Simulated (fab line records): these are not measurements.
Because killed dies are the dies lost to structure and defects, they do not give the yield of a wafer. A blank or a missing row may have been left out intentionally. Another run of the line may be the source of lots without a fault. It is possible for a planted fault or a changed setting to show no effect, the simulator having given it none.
fab line records + flow sky130
record
- lots=6
- wafers=18
- last_day=49
route steps=708 shown VIA2@515 PAD_OPEN@708
lots untouched by any fault: they come from a run of this same line in which no faults occurred
start_h: the number of hours between the record's first day and the start of the first shown wafer of the lot + wait_h: how many hours have passed since the lot's step before this one + " as in the row above + L1.1+2: a single row standing in for several wafers + - either no value or no given start + * or withheld: withheld + < > ~ a bound
route shown NAME@n: names a module that has steps shown in the file, with the first one's number in the route + usual: mean and standard deviation over wafers with no fault + same: alike in all rows + chamber/n: place in a boat + sites: readings site by site + _std_site: the standard deviation of these + _edge_site: outer sites' mean less inner sites' + radius_mm: how far each site lies from the wafer's centre + mask NAME#n: copy n + behind: the most recent tool/chamber to have shaped the wafer + hold: cause of the lot's hold/its duration in hours/its outcome + device: names the non-switching transistor (n, p or np) + end of line: tests of these same wafers at the route's end + where a step has no rows: the recipe by itself + killed: count of dies lost to structure and defects at first sort (not the wafer's yield) + map: dies across one wafer; x = killed, . = not, _ = none there
set.NAME: the setting the step ran with; set.NAME@STEP: the setting that earlier step ran with + model.NAME: the simulator's own value behind a step, which no gauge read
a table for each step, a row for each wafer; lots at some steps of the route
services: from which hour (start_h, from the record's first day; less than 0 if before it) a tool's chamber was out of use, for how many hours, and why
## steps
# step SKY_VIA2_SOFTBAKE_08
# recipe
- temp_c=100
- time_s=90
- resist=KrF-thick
# step SKY_VIA2_EXPOSE_09
# recipe
- mask_id=VIM2
- na=0.8
- source_shape=annular
- sigma_inner=0.55
- sigma_outer=0.85
- target_cd_nm=200
- dose_mj=38
# step SKY_VIA2_PEB_10
# recipe
- peb_temp_c=withheld
- peb_time_s=withheld
- resist=KrF-thick
# step SKY_VIA2_DEVELOP_11
# recipe
- develop_time_s=60
- resist=KrF-thick
- dev_temp_c=21
# step SKY_VIA2_CD_MEAS_12
# recipe
- target_cd_nm=200
# usual
- cd_nm=199.9/1.2
| lot.wafer | tool      | chamber | start_h | wait_h | cd_nm |
|-----------|-----------|---------|---------|--------|-------|
| L660.1    | cd_sem-01 | -       | 870.64  | -      | 200.7 |
| L660.4    | "         | -       | "       | "      | 201.5 |
| L660.5    | "         | -       | "       | "      | 202.3 |
| L669.1    | cd_sem-02 | -       | 952.45  | -      | 202.8 |
| L669.3    | "         | -       | "       | "      | 203.1 |
| L669.4    | "         | -       | "       | "      | 201.5 |
| L670.1    | cd_sem-02 | -       | 971.48  | -      | 198.6 |
| L670.3    | "         | -       | "       | "      | 199.9 |
| L670.4    | "         | -       | "       | "      | 198.9 |
| L671.1    | cd_sem-02 | -       | 971.94  | -      | 200.5 |
| L671.5    | "         | -       | "       | "      | 200.0 |
| L671.6    | "         | -       | "       | "      | 200.1 |
| L674.2    | cd_sem-02 | -       | 978.01  | -      | 198.1 |
| L674.4    | "         | -       | "       | "      | 198.7 |
| L674.6    | "         | -       | "       | "      | 199.8 |
| L676.2    | cd_sem-01 | -       | 987.05  | -      | 200.0 |
| L676.5    | "         | -       | "       | "      | 200.3 |
| L676.6    | "         | -       | "       | "      | 201.2 |
# step SKY_VIA2_OVL_MEAS_13
# usual
- VIA2_OVL=-5/6.6
| lot.wafer | tool       | chamber | start_h | wait_h | VIA2_OVL[nm] |
|-----------|------------|---------|---------|--------|--------------|
| L660.1    | overlay-01 | -       | 870.76  | 0.1    | -11          |
| L660.4    | "          | -       | "       | "      | -8           |
| L660.5    | "          | -       | "       | "      | -16          |
| L669.1    | overlay-02 | -       | 952.57  | 0.1    | -1           |
| L669.3    | "          | -       | "       | "      | 1            |
| L669.4    | "          | -       | "       | "      | -6           |
| L670.1    | overlay-02 | -       | 971.60  | 0.1    | -5           |
| L670.3    | "          | -       | "       | "      | 0            |
| L670.4    | "          | -       | "       | "      | 2            |
| L671.1    | overlay-01 | -       | 972.06  | 0.1    | 0            |
| L671.5    | "          | -       | "       | "      | 6            |
| L671.6    | "          | -       | "       | "      | 4            |
| L674.2    | overlay-01 | -       | 978.11  | 0.1    | -10          |
| L674.4    | "          | -       | "       | "      | -5           |
| L674.6    | "          | -       | "       | "      | -9           |
| L676.2    | overlay-01 | -       | 987.16  | 0.1    | 2            |
| L676.5    | "          | -       | "       | "      | -2           |
| L676.6    | "          | -       | "       | "      | 2            |
# step SKY_VIA2_ETCH_14
# recipe
- chemistry=N2/H2
- target=BARC
- ion_energy_ev=200
- source_w=500
- bias_w=100
- pressure_mtorr=30
- n2_flow_sccm=100
- h2_flow_sccm=200
- stop_on=SiO2
- time_s=45.9
- target_depth_a=600
# usual
- bias_w=100.0/0.3
- drypump_motor_current_A=5.9/0.44
- oes_product_au=0.853/0.0046
- rf_fwd_power_W=494.5/1.8
- throttle_valve_pct=13.224/0.0088
| lot.wafer | tool        | chamber | start_h | wait_h | bias_w | drypump_motor_current_A | oes_product_au | rf_fwd_power_W | rf_hours_counter_h | throttle_valve_pct |
|-----------|-------------|---------|---------|--------|--------|-------------------------|----------------|----------------|--------------------|--------------------|
| L660.1    | rie_diel-02 | 2       | 870.79  | 0.0    | 100.2  | 6.3                     | 0.856          | 495.7          | 3                  | 13.230             |
| L660.4    | "           | 0       | "       | "      | 100.0  | 5.5                     | 0.856          | 494.5          | 17                 | 13.233             |
| L660.5    | "           | 0       | "       | "      | 100.3  | 5.4                     | 0.844          | 494.2          | -                  | 13.217             |
| L669.1    | rie_diel-02 | 2       | 952.61  | 0.0    | 100.3  | 6.3                     | 0.852          | 493.7          | 6                  | 13.223             |
| L669.3    | "           | 0       | "       | "      | 99.8   | 5.4                     | 0.853          | 494.7          | 20                 | 13.222             |
| L669.4    | "           | 1       | "       | "      | 99.6   | 5.9                     | 0.853          | 495.0          | 18                 | 13.222             |
| L670.1    | rie_diel-04 | 3       | 971.64  | 0.0    | 99.7   | 4.9                     | 0.847          | 496.7          | 18                 | 13.219             |
| L670.3    | "           | 1       | "       | "      | 99.9   | 6.3                     | 0.850          | 494.5          | 9                  | 13.215             |
| L670.4    | "           | 2       | "       | "      | 100.3  | 5.5                     | 0.849          | 498.3          | 18                 | 13.239             |
| L671.1    | rie_diel-01 | 0       | 972.09  | 0.0    | 100.0  | 5.5                     | 0.849          | 491.2          | 17                 | 13.205             |
| L671.5    | "           | 2       | "       | "      | 99.9   | 6.3                     | 0.848          | 495.8          | -                  | 13.223             |
| L671.6    | "           | 1       | "       | "      | 100.2  | 5.7                     | 0.847          | 493.5          | -                  | 13.227             |
| L674.2    | rie_diel-01 | 3       | 978.14  | 0.0    | 99.9   | 6.3                     | 0.850          | 492.2          | 14                 | 13.229             |
| L674.4    | "           | 1       | "       | "      | 100.3  | 5.7                     | 0.851          | 492.4          | 18                 | 13.224             |
| L674.6    | "           | 2       | "       | "      | 100.3  | 6.3                     | 0.857          | 496.1          | -                  | 13.234             |
| L676.2    | rie_diel-02 | 2       | 987.19  | 0.0    | 99.9   | 6.3                     | 0.849          | 492.9          | 7                  | 13.229             |
| L676.5    | "           | 0       | "       | "      | 100.6  | 5.4                     | 0.848          | 494.5          | -                  | 13.231             |
| L676.6    | "           | 3       | "       | "      | 100.3  | 6.4                     | 0.858          | 491.3          | -                  | 13.233             |
# step SKY_VIA2_ETCH_15
# recipe
- target=SiO2
- chemistry=C4F8/O2/Ar
- target_depth_nm=546
- stop_on=TiN
- mask_material=KrF-thick
- source_w=1500
- bias_w=1200
- pressure_mtorr=40
- c4f8_flow_sccm=withheld
- O2_flow_sccm=6
- Ar_flow_sccm=300
- time_s=84
# usual
- bias_w=1200/3.7
- oes_product_au=0.939/0.0042
- rf_fwd_power_W=1489/5.1
| lot.wafer | tool        | chamber | start_h | wait_h | bias_w | oes_product_au | rf_fwd_power_W | rf_hours_counter_h |
|-----------|-------------|---------|---------|--------|--------|----------------|----------------|--------------------|
| L660.1    | rie_diel-02 | 2       | 870.83  | 0.0    | 1200   | 0.934          | 1489           | 3                  |
| L660.4    | "           | 0       | "       | "      | 1198   | 0.938          | 1483           | 18                 |
| L660.5    | "           | 0       | "       | "      | 1202   | 0.950          | 1484           | -                  |
| L669.1    | rie_diel-02 | 2       | 952.65  | 0.0    | 1200   | 0.944          | 1498           | 6                  |
| L669.3    | "           | 0       | "       | "      | 1197   | 0.936          | 1491           | 20                 |
| L669.4    | "           | 1       | "       | "      | 1203   | 0.930          | 1481           | 18                 |
| L670.1    | rie_diel-04 | 3       | 971.68  | 0.0    | 1203   | 0.936          | 1488           | 18                 |
| L670.3    | "           | 1       | "       | "      | 1199   | 0.948          | 1488           | 9                  |
| L670.4    | "           | 2       | "       | "      | 1203   | 0.938          | 1493           | 18                 |
| L671.1    | rie_diel-01 | 0       | 972.14  | 0.0    | 1198   | 0.941          | 1495           | 17                 |
| L671.5    | "           | 2       | "       | "      | 1195   | 0.940          | 1494           | -                  |
| L671.6    | "           | 1       | "       | "      | 1197   | 0.944          | 1481           | -                  |
| L674.2    | rie_diel-01 | 3       | 978.19  | 0.0    | 1204   | 0.944          | 1492           | 14                 |
| L674.4    | "           | 1       | "       | "      | 1195   | 0.934          | 1480           | 18                 |
| L674.6    | "           | 2       | "       | "      | 1196   | 0.949          | 1494           | -                  |
| L676.2    | rie_diel-02 | 2       | 987.23  | 0.0    | 1193   | 0.942          | 1493           | 7                  |
| L676.5    | "           | 0       | "       | "      | 1206   | 0.938          | 1480           | -                  |
| L676.6    | "           | 3       | "       | "      | 1199   | 0.941          | 1495           | -                  |
# step SKY_VIA2_STRIP_16
# recipe
- chemistry=O2/N2
- power_w=1400
- pressure_mtorr=1500
- platen_temp_c=withheld
- o2_flow_sccm=3000
- n2_flow_sccm=300
- overash_fraction=0.5
# usual
- drypump_motor_current_A=5.4/0.39
- oes_product_au=0.400/0.0049
- strip_time_to_endpoint_s=4.084/0.028
# same
- overash_fraction=0.5
| lot.wafer | tool            | chamber | start_h | wait_h | drypump_motor_current_A | oes_product_au | rf_hours_counter_h | strip_time_to_endpoint_s |
|-----------|-----------------|---------|---------|--------|-------------------------|----------------|--------------------|--------------------------|
| L660.1    | plasma_asher-04 | 0       | 870.90  | 0.0    | 4.9                     | 0.401          | 103                | 4.060                    |
| L660.4    | "               | 1       | "       | "      | 5.9                     | 0.399          | -                  | 4.063                    |
| L660.5    | "               | 1       | "       | "      | 5.9                     | 0.403          | -                  | 4.041                    |
| L669.1    | plasma_asher-04 | 0       | 952.71  | 0.0    | 5.0                     | 0.388          | 111                | 4.064                    |
| L669.3    | "               | 0       | "       | "      | 5.0                     | 0.395          | -                  | 4.100                    |
| L669.4    | "               | 1       | "       | "      | 5.9                     | 0.405          | -                  | 4.121                    |
| L670.1    | plasma_asher-04 | 1       | 971.74  | 0.0    | 5.9                     | 0.409          | 113                | 4.103                    |
| L670.3    | "               | 1       | "       | "      | 5.9                     | 0.394          | -                  | 4.061                    |
| L670.4    | "               | 0       | "       | "      | 5.0                     | 0.397          | -                  | 4.052                    |
| L671.1    | plasma_asher-02 | 1       | 972.20  | 0.0    | 5.0                     | 0.402          | 23                 | 4.103                    |
| L671.5    | "               | 0       | "       | "      | 5.0                     | 0.389          | -                  | 4.074                    |
| L671.6    | "               | 1       | "       | "      | 5.0                     | 0.398          | -                  | 4.052                    |
| L674.2    | plasma_asher-01 | 1       | 978.25  | 0.0    | 5.8                     | 0.395          | 81                 | 4.035                    |
| L674.4    | "               | 1       | "       | "      | 5.8                     | 0.406          | -                  | 4.005                    |
| L674.6    | "               | 0       | "       | "      | 5.3                     | 0.399          | -                  | 4.038                    |
| L676.2    | plasma_asher-01 | 1       | 987.29  | 0.0    | 5.8                     | 0.404          | 82                 | 4.113                    |
| L676.5    | "               | 1       | "       | "      | 5.9                     | 0.406          | -                  | 4.081                    |
| L676.6    | "               | 0       | "       | "      | 5.3                     | 0.405          | -                  | 4.113                    |
# step SKY_VIA2_STRIP_17
# recipe
- chemistry=post_etch_residue_remover
- time_s=1200
- temp_c=72.5
# step SKY_VIA2_CLEAN_18
# recipe
- chemistry=IPA
- time_s=180
- temp_c=25
# step SKY_VIA2_CLEAN_19
# recipe
- chemistry=O3/DIW
- dry=n2_spin
# step SKY_VIA2_SPUTTER_20
# recipe
- material=TiN
- target_thk_nm=20
- chamber_pressure_pa=5
- power_w=4000
- time_s=80
# usual
- cathode_dc_power_W=4000.0/0.67
- throttle_valve_pct=30.0/0.99
| lot.wafer | tool           | chamber | start_h | wait_h | cathode_dc_power_W | throttle_valve_pct | model.TiN_of_VIA2_SPUTTER_20.thk_nm |
|-----------|----------------|---------|---------|--------|--------------------|--------------------|-------------------------------------|
| L660.1    | pvd_sputter-04 | -       | 871.49  | 0.0    | 4000.4             | 30.3               | 19.9                                |
| L660.4    | "              | -       | "       | "      | 4000.2             | 28.1               | 20.41                               |
| L660.5    | "              | -       | "       | "      | 4000.5             | 28.5               | 20.02                               |
| L669.1    | pvd_sputter-02 | -       | 953.31  | 0.0    | 4000.5             | 30.5               | 20.04                               |
| L669.3    | "              | -       | "       | "      | 3999.8             | 29.7               | 20.27                               |
| L669.4    | "              | -       | "       | "      | 3999.9             | 29.9               | 19.92                               |
| L670.1    | pvd_sputter-02 | -       | 972.33  | 0.0    | 4118.0             | 29.9               | 20.13                               |
| L670.3    | "              | -       | "       | "      | 3999.5             | 30.4               | 20.19                               |
| L670.4    | "              | -       | "       | "      | 4118.2             | 30.2               | 20.36                               |
| L671.1    | pvd_sputter-02 | -       | 972.79  | 0.0    | 4001.5             | 29.6               | 20.22                               |
| L671.5    | "              | -       | "       | "      | 3999.1             | 30.3               | 19.97                               |
| L671.6    | "              | -       | "       | "      | 4118.0             | 30.1               | 20.28                               |
| L674.2    | pvd_sputter-03 | -       | 978.95  | 0.0    | 3999.4             | 30.6               | 20.16                               |
| L674.4    | "              | -       | "       | "      | 3999.6             | 30.5               | 20.24                               |
| L674.6    | "              | -       | "       | "      | 3999.5             | 29.7               | 20.12                               |
| L676.2    | pvd_sputter-03 | -       | 988.03  | 0.0    | 4000.0             | 29.1               | 19.98                               |
| L676.5    | "              | -       | "       | "      | 3999.9             | 31.9               | 20.14                               |
| L676.6    | "              | -       | "       | "      | 3999.5             | 30.8               | 20.31                               |
# step SKY_VIA2_CVD_21
# recipe
- material=W
- target_thk_nm=420
- time_s=126.4
- temp_c=400
- pressure_torr=40
# usual
- heater_power_w=893/64
- susceptor_temp_C=400.02/0.22
| lot.wafer | tool     | chamber | start_h | wait_h | heater_power_w | since_wet_clean_h | susceptor_temp_C |
|-----------|----------|---------|---------|--------|----------------|-------------------|------------------|
| L660.1    | cvd_w-01 | 1       | 871.56  | 0.0    | 962            | 968               | 399.96           |
| L660.4    | "        | 1       | "       | "      | 961            | -                 | 399.91           |
| L660.5    | "        | 1       | "       | "      | 962            | -                 | 399.83           |
| L669.1    | cvd_w-02 | 1       | 953.37  | 0.0    | 809            | 549               | 399.98           |
| L669.3    | "        | 0       | "       | "      | 912            | -                 | 400.09           |
| L669.4    | "        | 1       | "       | "      | 821            | -                 | 400.17           |
| L670.1    | cvd_w-02 | 0       | 972.40  | 0.0    | 929            | 568               | 399.96           |
| L670.3    | "        | 0       | "       | "      | 975            | -                 | 399.66           |
| L670.4    | "        | 1       | "       | "      | 803            | -                 | 399.65           |
| L671.1    | cvd_w-01 | 1       | 972.85  | 0.0    | 892            | 55                | 400.29           |
| L671.5    | "        | 0       | "       | "      | 954            | -                 | 399.44           |
| L671.6    | "        | 1       | "       | "      | 858            | -                 | 400.46           |
| L674.2    | cvd_w-01 | 0       | 979.01  | 0.0    | 945            | 61                | 399.89           |
| L674.4    | "        | 1       | "       | "      | 866            | -                 | 400.15           |
| L674.6    | "        | 1       | "       | "      | 855            | -                 | 399.85           |
| L676.2    | cvd_w-02 | 0       | 988.10  | 0.0    | 927            | 584               | 399.72           |
| L676.5    | "        | 1       | "       | "      | 811            | -                 | 400.28           |
| L676.6    | "        | 0       | "       | "      | 940            | -                 | 399.72           |
# step SKY_PAD_OPEN_PROBE_99
# usual
- defect_limited_yield=82.5/1.8
- killed_at_M0_to_M3=43/6.5
- killed_at_M4_up=3.1/1.8
- killed_at_contacts=24/4.8
- killed_at_front_end=15/4.7
- killed_at_other=0.3/0.58
- killed_dies=86/8.6
- killed_open=47/6.7
- killed_short=39/6.1
- sort_bin_3_pad_short=0.8/0.38
- sort_bin_5_function=10.4/1.3
- sort_bin_6_memory=6.2/1.1
- sort_n_pass=406/8.6
- sort_yield_pct=82.5/1.8
# same
- gross_dies=492
- killed_at_back_side=0
- sort_bin_4_leakage[%]=0
- sort_bin_8_speed[%]=0
| lot.wafer | tool      | chamber | start_h | wait_h | defect_limited_yield[%] | killed_at_M0_to_M3 | killed_at_M4_up | killed_at_contacts | killed_at_front_end | killed_at_other | killed_dies | killed_open | killed_short | sort_bin_3_pad_short[%] | sort_bin_5_function[%] | sort_bin_6_memory[%] | sort_n_pass | sort_yield_pct[%] |
|-----------|-----------|---------|---------|--------|-------------------------|--------------------|-----------------|--------------------|---------------------|-----------------|-------------|-------------|--------------|-------------------------|------------------------|----------------------|-------------|-------------------|
| L669.1    | prober-02 | -       | 1157.07 | 0.1    | 84.3                    | 31                 | 2               | 22                 | 22                  | 0               | 77          | 41          | 36           | 1.0                     | 8.5                    | 6.1                  | 415         | 84.3              |
| L669.3    | prober-02 | -       | 1157.17 | 0.2    | 78.5                    | 46                 | 2               | 36                 | 20                  | 2               | 106         | 64          | 42           | 0                       | 12.0                   | 9.6                  | 386         | 78.5              |
| L669.4    | prober-02 | -       | 1157.22 | 0.2    | 80.3                    | 43                 | 5               | 29                 | 20                  | 0               | 97          | 45          | 52           | 0.8                     | 12.6                   | 6.3                  | 395         | 80.3              |
| L670.1    | prober-01 | -       | 1168.70 | 0.1    | 83.7                    | 43                 | 3               | 24                 | 10                  | 0               | 80          | 44          | 36           | 1.0                     | 9.1                    | 6.1                  | 412         | 83.7              |
| L670.3    | prober-01 | -       | 1168.80 | 0.2    | 85.4                    | 39                 | 3               | 22                 | 6                   | 2               | 72          | 36          | 36           | 0.8                     | 8.1                    | 5.7                  | 420         | 85.4              |
| L670.4    | prober-01 | -       | 1168.85 | 0.2    | 80.5                    | 59                 | 2               | 23                 | 12                  | 0               | 96          | 54          | 42           | 0.4                     | 11.0                   | 8.1                  | 396         | 80.5              |
| L674.4    | prober-02 | -       | 1177.15 | 0.2    | 82.3                    | 38                 | 2               | 30                 | 17                  | 0               | 87          | 52          | 35           | 0.2                     | 12.6                   | 4.9                  | 405         | 82.3              |
| L674.6    | prober-02 | -       | 1177.25 | 0.2    | 82.9                    | 43                 | 6               | 25                 | 9                   | 1               | 84          | 36          | 48           | 0.6                     | 10.4                   | 6.1                  | 408         | 82.9              |
| L676.2    | prober-02 | -       | 1183.77 | 0.1    | 79.9                    | 44                 | 7               | 36                 | 11                  | 1               | 99          | 61          | 38           | 1.4                     | 12.0                   | 6.7                  | 393         | 79.9              |
| L676.5    | prober-02 | -       | 1183.92 | 0.2    | 85.8                    | 40                 | 5               | 16                 | 9                   | 0               | 70          | 37          | 33           | 0.6                     | 8.7                    | 4.9                  | 422         | 85.8              |
| L676.6    | prober-02 | -       | 1183.97 | 0.2    | 82.3                    | 52                 | 2               | 22                 | 11                  | 0               | 87          | 46          | 41           | 1.0                     | 10.6                   | 6.1                  | 405         | 82.3              |
# killed by level:class
L669.1 LI_CONTACT:geometric_particle:open=11 POLY_GATE:geometric_particle:short=9 METAL1:geometric_particle:short=7 VIA2:geometric_particle:open=7 CONTACT:geometric_particle:open=7 FIELD_ISO:geometric_particle:short=6 VIA1:geometric_particle:open=6 FIELD_ISO:geometric_particle:open=3
L669.3 VIA1:geometric_particle:open=18 LI_CONTACT:geometric_particle:open=11 CONTACT:geometric_particle:open=10 VIA2:geometric_particle:open=7 POLY_GATE:geometric_particle:open=5 METAL2:geometric_particle:short=5 CONTACT:geometric_particle:short=5 METAL1:geometric_particle:short=5
L669.4 CONTACT:geometric_particle:open=9 METAL1:geometric_particle:short=8 LOCAL_INTERCONNECT:geometric_particle:short=6 VIA1:geometric_particle:open=6 METAL2:geometric_particle:short=6 POLY_GATE:geometric_particle:short=5 VIA2:geometric_particle:short=5 VIA2:geometric_particle:open=5
L670.1 VIA1:geometric_particle:open=16 CONTACT:geometric_particle:open=9 VIA1:geometric_particle:short=8 LI_CONTACT:geometric_particle:open=6 POLY_GATE:geometric_particle:short=5 CONTACT:geometric_particle:short=4 METAL2:geometric_particle:short=4 VIA2:geometric_particle:open=4
L670.3 VIA1:geometric_particle:open=9 CONTACT:geometric_particle:open=7 METAL2:geometric_particle:short=6 CONTACT:geometric_particle:short=6 VIA3:geometric_particle:open=6 LI_CONTACT:geometric_particle:open=5 METAL1:geometric_particle:short=5 VIA1:geometric_particle:short=5
L670.4 CONTACT:geometric_particle:open=14 VIA2:geometric_particle:open=12 VIA1:geometric_particle:open=11 VIA1:geometric_particle:short=8 VIA3:geometric_particle:short=6 METAL3:geometric_particle:short=5 VIA3:geometric_particle:open=4 VIA2:geometric_particle:short=4
L674.4 LI_CONTACT:geometric_particle:open=10 VIA1:geometric_particle:open=10 POLY_GATE:geometric_particle:open=7 LI_CONTACT:geometric_particle:short=6 CONTACT:geometric_particle:open=6 METAL1:geometric_particle:open=5 VIA2:geometric_particle:open=4 LOCAL_INTERCONNECT:geometric_particle:short=4
L674.6 METAL2:geometric_particle:short=9 CONTACT:geometric_particle:open=8 VIA3:geometric_particle:open=8 METAL1:geometric_particle:short=7 LI_CONTACT:geometric_particle:short=5 METAL4:geometric_particle:short=5 LOCAL_INTERCONNECT:geometric_particle:short=5 VIA1:geometric_particle:open=5
L676.2 VIA2:geometric_particle:open=14 LI_CONTACT:geometric_particle:open=11 CONTACT:geometric_particle:open=10 CONTACT:geometric_particle:short=7 METAL1:geometric_particle:short=6 VIA1:geometric_particle:open=6 VIA3:geometric_particle:open=5 FIELD_ISO:geometric_particle:open=4
L676.5 METAL1:geometric_particle:short=12 VIA1:geometric_particle:open=8 FIELD_ISO:geometric_particle:open=5 CONTACT:geometric_particle:open=5 LOCAL_INTERCONNECT:geometric_particle:short=4 VIA2:geometric_particle:open=4 METAL4:geometric_particle:short=4 LI_CONTACT:geometric_particle:open=3
L676.6 VIA1:geometric_particle:open=12 CONTACT:geometric_particle:open=8 METAL3:geometric_particle:short=6 VIA3:geometric_particle:open=6 LI_CONTACT:geometric_particle:open=5 VIA2:geometric_particle:open=5 CONTACT:geometric_particle:short=4 METAL2:geometric_particle:short=4
## services
| tool            | chamber | start_h | hours | kind       |
|-----------------|---------|---------|-------|------------|
| rie_diel-01     | 2       | 854.35  | 3.8   | repair     |
| pvd_sputter-03  | -       | 855.03  | 1.9   | repair     |
| rie_diel-02     | -       | 855.19  | 0.4   | repair     |
| plasma_asher-04 | -       | 863.47  | 1.0   | repair     |
| rie_diel-04     | 3       | 866.94  | 5.2   | repair     |
| cvd_w-02        | 0       | 871.85  | 29.1  | repair     |
| rie_diel-01     | 0       | 889.51  | 15.0  | repair     |
| rie_diel-02     | 3       | 900.27  | 12.8  | repair     |
| cvd_w-01        | -       | 904.00  | 14.0  | pm         |
| cvd_w-01        | 0       | 904.00  | 14.0  | vent_cycle |
| cvd_w-01        | 1       | 904.00  | 14.0  | vent_cycle |
| pvd_sputter-02  | -       | 910.62  | 4.6   | repair     |
| cvd_w-01        | -       | 918.00  | 14.6  | pm         |
| cvd_w-01        | 0       | 918.00  | -     | clean      |
| rie_diel-04     | -       | 919.36  | 14.6  | pm         |
| plasma_asher-01 | -       | 928.51  | 3.1   | repair     |
| pvd_sputter-02  | -       | 929.41  | 2.2   | repair     |
| rie_diel-04     | 1       | 936.10  | 18.6  | repair     |
| rie_diel-04     | 3       | 940.46  | 3.5   | repair     |
| rie_diel-04     | -       | 945.68  | 10.7  | repair     |
| rie_diel-02     | 3       | 950.20  | 2.3   | repair     |
| rie_diel-04     | 0       | 962.54  | 6.4   | repair     |
| pvd_sputter-03  | -       | 975.62  | 0.7   | repair     |
| plasma_asher-01 | -       | 982.43  | 0.4   | repair     |
## key
first_sign
- step=SKY_VIA2_SPUTTER_20
- reading=cathode_dc_power_W
- direction=up
- sigmas=99+
- usual=4000.0
- struck=4118.1
effect none on later readings
model_effect
- step=SKY_VIA2_SPUTTER_20
- value=TiN_of_VIA2_SPUTTER_20.thk_nm
- without=19.67
- struck=20.25
met_at SKY_VIA2_SPUTTER_20
struck_wafers L670.1,L670.4,L671.6
onset_between 953.31 972.33
fault
- kind=process_parameter_drift
- tool=pvd_sputter-02
- chamber=-
- onset_h=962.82
- steps=SKY_VIA2_SPUTTER_20
- channel=power_w
- offset=*
- shape=step
- end_h=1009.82
- acts_in=*
- stated=*
- scope=struck_wafers_only
